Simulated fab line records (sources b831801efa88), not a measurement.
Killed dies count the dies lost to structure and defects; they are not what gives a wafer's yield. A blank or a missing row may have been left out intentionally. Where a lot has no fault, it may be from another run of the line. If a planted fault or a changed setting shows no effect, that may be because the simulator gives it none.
The same fault as seen by 2 desks    flow gf180mcu    each desk has only its own numbers; what lay behind them comes last

== THE METROLOGY DESK ==
What the gauges read for every lot (on any tool): the sampled wafers with a number, averaged. A lot is out of limits, marked OUT, if its mean lies more than 4 standard deviations from the usual mean; the brackets give that distance.
Columns: A = STI_OXIDATION_02_THK at GF_STI_THK_MEAS_30, usual 10.02 nm
lot   first seen here  A
L988  day 2 13:43      9.83
L995  day 3 23:06      9.87
L998  day 4 14:22      10.00
L999  day 4 20:17      9.88
L105  day 6 03:41      9.93
L109  day 6 23:34      10.01
This desk found nothing out of limits on any of the 6 lots.

== TOOL OWNER'S DESK, implanter-03 ==
For each lot that ran on this tool, the mean over its sampled wafers that have a number, from the tool's own readings at GF_DNWELL_IMPLANT_07. A lot is out of limits, marked OUT, if its mean lies more than 4 standard deviations from the usual mean; the brackets give that distance.
Columns: A = beam on s at GF_DNWELL_IMPLANT_07, usual 10.00 s; B = end station pressure torr at GF_DNWELL_IMPLANT_07, usual 5.01e-06 Torr; C = faraday current uA at GF_DNWELL_IMPLANT_07, usual 56.4
lot   first seen here  A                 B                           C
L995  day 4 12:09      10.09             4.89e-06                    55.9
L998  day 5 04:31      11.30 (+6.5) OUT  8.00e-05 (+99 or more) OUT  48.9 (-6.8) OUT
L999  day 5 10:26      11.47 (+7.3) OUT  8.18e-05 (+99 or more) OUT  48.3 (-7.3) OUT
This desk's finding: out of limits on L998, L999; first on L998, day 5 04:31 (beam on s at GF_DNWELL_IMPLANT_07). L995: within limits.

== PUT TOGETHER ==
An alarm could have come from the tool owner's desk at day 5 04:31, on L998, L999.
Metrology desk: nothing out of limits seen.
The metrology desk has L998, L999 on record, within its limits.
On implanter-03, each named lot ran GF_DNWELL_IMPLANT_07.

== WHAT WAS PUT IN BY THE SIMULATOR ==
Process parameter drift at GF_DNWELL_IMPLANT_07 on implanter-03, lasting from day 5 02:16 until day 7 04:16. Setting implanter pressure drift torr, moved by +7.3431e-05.
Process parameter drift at GF_DNWELL_IMPLANT_07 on implanter-03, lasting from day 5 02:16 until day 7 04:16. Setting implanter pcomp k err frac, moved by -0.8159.
Shown lots that were struck: L998, L999.
How many hours passed from the start of the fault until each desk's first out-of-limits reading: the tool owner's desk, 2.
